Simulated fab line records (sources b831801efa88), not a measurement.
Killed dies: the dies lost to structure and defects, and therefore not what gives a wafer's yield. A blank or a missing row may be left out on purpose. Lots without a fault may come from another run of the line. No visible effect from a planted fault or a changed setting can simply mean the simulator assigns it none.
Which of the tools did it?	flow gf180mcu	14 lots, 42 wafers sampled, at 1 step of a route of 602

WHAT EACH GAUGE READ, for each wafer
GF_M4_RS_MEAS_05: uses a four-point probe to measure.
lot	measured	on	M4_ALCU_RS (ohm/sq)
L302	day 22 08:45	film_metro-04	0.0697 0.0691 0.0695
L304	day 22 20:02	film_metro-01	0.0683 0.0688 0.0690
L305	day 23 11:15	film_metro-04	0.0685 0.0703 0.0691
L306	day 24 04:01	film_metro-01	0.0688 0.0703 0.0686
L309	day 25 23:10	film_metro-04	0.0714 0.0701 0.0710
L310	day 25 23:30	film_metro-01	0.0700 0.0702 0.0705
L314	day 26 18:42	film_metro-04	0.0700 0.0700 0.0704
L316	day 27 01:09	film_metro-01	0.0703 0.0690 0.0697
L315	day 27 01:31	film_metro-02	0.0691 0.0690 0.0691
L318	day 27 21:20	film_metro-01	0.0692 0.0700 0.0695
L320	day 28 03:19	film_metro-01	0.0695 0.0688 0.0699
L323	day 28 19:40	film_metro-02	0.0702 0.0704 0.0691
L324	day 29 01:07	film_metro-04	0.0683 0.0689 0.0689
L325	day 29 09:44	film_metro-04	0.0694 0.0702 0.0696

WHAT TOOL EACH LOT RAN ON (gives the tool, then ch and the chambers of the sampled wafers, and finally the start)
No process step before these readings appears in the record.

AS READ BY THE TOOLS THEMSELVES (means over the sampled wafers that have a number; for cases with no such wafer, the mark the record gives instead)
The record holds no such reading with a usual standard deviation.

THE ANSWER, worked out from the rows above alone
Rule: usual is defined by the lots themselves. The widest of any qualifying gaps counts: lots, ordered by their means at a reading, are off when they make up no more than a third of the lots, leave a main group of 4 or more, and stand apart from it by 3 or more times the standard deviation of that group's means. If all means in a main group match to the digits the tables above print for the reading, that group is not used. Also off: a lot with no number at a reading for which 4 or more lots have one. Where the step has rows for the other lots, those lots are counted as sound. First the gauges in route order, then the tools' own readings, where a lot's mean is used as printed above. The first step at which some lot is off is used, and at that step the reading that is off furthest; a lot without a number counts as furthest.
No lot is off on any of the readings shown, so nothing can be concluded from this.

WHAT WAS PUT IN BY THE SIMULATOR
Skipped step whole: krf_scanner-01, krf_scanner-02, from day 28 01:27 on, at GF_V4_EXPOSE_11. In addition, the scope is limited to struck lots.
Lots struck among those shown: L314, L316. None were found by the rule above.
